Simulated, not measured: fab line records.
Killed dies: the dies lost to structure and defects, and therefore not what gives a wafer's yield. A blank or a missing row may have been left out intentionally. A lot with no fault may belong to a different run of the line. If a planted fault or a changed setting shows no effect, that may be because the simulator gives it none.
Comparing a struck lot with a sound one    flow sky130    16 steps out of a route of 708
Sound: wafers L284.3, L284.5, L284.6. The struck wafers were L283.2, L283.3, L283.4. The cause comes at the end.
At each step with rows: each side's tool, then ch and its chambers, then its first start. Under that, the readings that differ: sound wafers    struck wafers    difference of the means    sigmas: that difference in standard deviations of wafers without a fault.
alike: a reading whose means differ by less than 2 such deviations, as well as words and numbers matching on both sides. not compared: withheld readings; readings where some wafer has no value; bounds like >300 that might hide an equal value; numbers whose values overlap and for which the record gives no deviation.
A row with sigmas, a row that says differs or no value, or rows on one side alone: a step with any of these is where the two part. Non-overlapping numbers with no deviation appear without sigmas and do not part them. Lack of a reading on every wafer of one side parts them only where that side has two or more wafers.

first, 5 steps without rows for these wafers: SKY_POLY_GATE_COAT_08 (resist thk 450 nm); SKY_POLY_GATE_SOFTBAKE_09 (time 90 s); SKY_POLY_GATE_EXPOSE_10 (exposes mask P1M, target cd 150 nm); SKY_POLY_GATE_PEB_11; SKY_POLY_GATE_DEVELOP_12 (develop time 60 s).
SKY_POLY_GATE_CD_MEAS_13: the cd target is 150 nm.
  sound: cd sem-02 at day 23 15:08; struck: cd sem-01 at day 23 13:06
  alike: cd nm
SKY_POLY_GATE_OVL_MEAS_14:
  sound: overlay-02 at day 23 15:14; struck: overlay-01 at day 23 13:12
  alike: POLY_GATE_OVL
SKY_POLY_GATE_ETCH_15: etches BARC in N2/H2, stops on SiO2, time 118.5 s, target depth 110 nm.
  sound on rie diel-01 ch 1,3, day 23 15:16; struck on rie diel-02 ch 0,1,2, day 23 13:14
  alike: drypump motor current A, oes product au, rf fwd power W, throttle valve pct
  not compared: rf hours counter h
SKY_POLY_GATE_ETCH_16: etches Si3N4 in CH3F/O2, stops on poly-Si, time 147.5 s, target depth 75 nm.
  sound on rie diel-01 ch 1,3, day 23 15:20; struck on rie diel-02 ch 0,1,2, day 23 13:19
  alike: drypump motor current A, oes product au, rf fwd power W, throttle valve pct
  not compared: rf hours counter h
SKY_POLY_GATE_ETCH_17: etches poly-Si in HBr/Cl2, stops on SiO2, target depth 180 nm, time 70.5 s.
  sound on rie si-01 ch 2,3, day 23 15:26; struck on rie si-02 ch 0,2,3, day 23 13:25
  alike: drypump motor current A, oes product au, rf fwd power W, throttle valve pct
  not compared: rf hours counter h
SKY_POLY_GATE_STRIP_18: strips in O2/N2.
  sound on plasma asher-01 ch 0,1, day 23 15:32; struck on plasma asher-02 ch 0,1, day 23 13:28
  alike: drypump motor current A, oes product au, strip time to endpoint s
  not compared: rf hours counter h
then, 1 step without rows for these wafers: SKY_POLY_GATE_CLEAN_19 (cleans in SC1/SC2, time 150 s).
SKY_POLY_GATE_OXIDATION_20: stabilise 600 s, purge 300 s, target thk 4 nm.
  sound on furnace-02 ch 0, day 23 16:20; struck on furnace-01 ch 0, day 23 13:37
reading                                           sound              struck                difference  sigmas
spike tc centre C (C)                             848.9 850.3 849.3  862.4 861.4 864.5     +13.3       +11
spike tc lower C (C)                              851.4 849.6 851.7  861.0 862.3 862.2     +10.9       +10
spike tc top C (C)                                860.0 859.1 859.3  874.2 876.0 875.5     +15.8       +10
spike tc upper C (C)                              849.3 850.0 850.6  861.8 863.4 860.9     +12.1       +11
tube center temp C (C)                            850 849.96 849.97  861.86 861.85 861.81  +11.86      +99 or more
tube_center_temp_C_max                            851.9 852.4 851.8  864.0 864.3 863.7     +12.0       +35
model.SiO2_of_POLY_GATE_OXIDATION_20.thk nm (nm)  4.1 4.044 4.054    4.588 4.617 4.599     +0.535      
SKY_POLY_GATE_THK_MEAS_21:
  sound: film metro-02 at day 23 17:36; struck: film metro-02 at day 23 14:53
reading                       sound           struck          difference  sigmas
POLY_GATE_OXIDATION_THK (nm)  4.12 4.06 4.08  4.62 4.63 4.61  +0.53       +7
SKY_POLY_GATE_CD_MEAS_22:
  sound: cd sem-01 at day 23 17:42; struck: cd sem-02 at day 23 14:58
  alike: cd nm
-- record jumps: 27 days separate the struck wafers' starts on either side; left off in module POLY_GATE, taken up again in module PAD_OPEN, whose first shown step is the route's number 708 --
SKY_PAD_OPEN_PROBE_99:
  sound: prober-02 at day 50 07:09; struck: prober-01 at day 50 03:37
reading                      sound            struck             difference  sigmas
model.etest.tip n.rs ohm sq  444 443.6 442.9  446.6 448.5 447.8  +4.1        
  alike: killed_at_M0_to_M3, killed_at_M4_up, killed at contacts, killed at front end, killed at other, killed dies, killed open, killed short
  not compared: model.etest.tip sonos.rs ohm sq

## WHERE THEY PART
First at SKY_POLY_GATE_OXIDATION_20; last, within this record, at SKY_POLY_GATE_THK_MEAS_21. Later steps at which nothing parts them and some readings are alike: SKY_POLY_GATE_CD_MEAS_22, SKY_PAD_OPEN_PROBE_99.

WHY: what had been put in by the simulator
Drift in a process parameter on furnace-01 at SKY_POLY_GATE_OXIDATION_20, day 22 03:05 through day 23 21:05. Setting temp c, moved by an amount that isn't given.
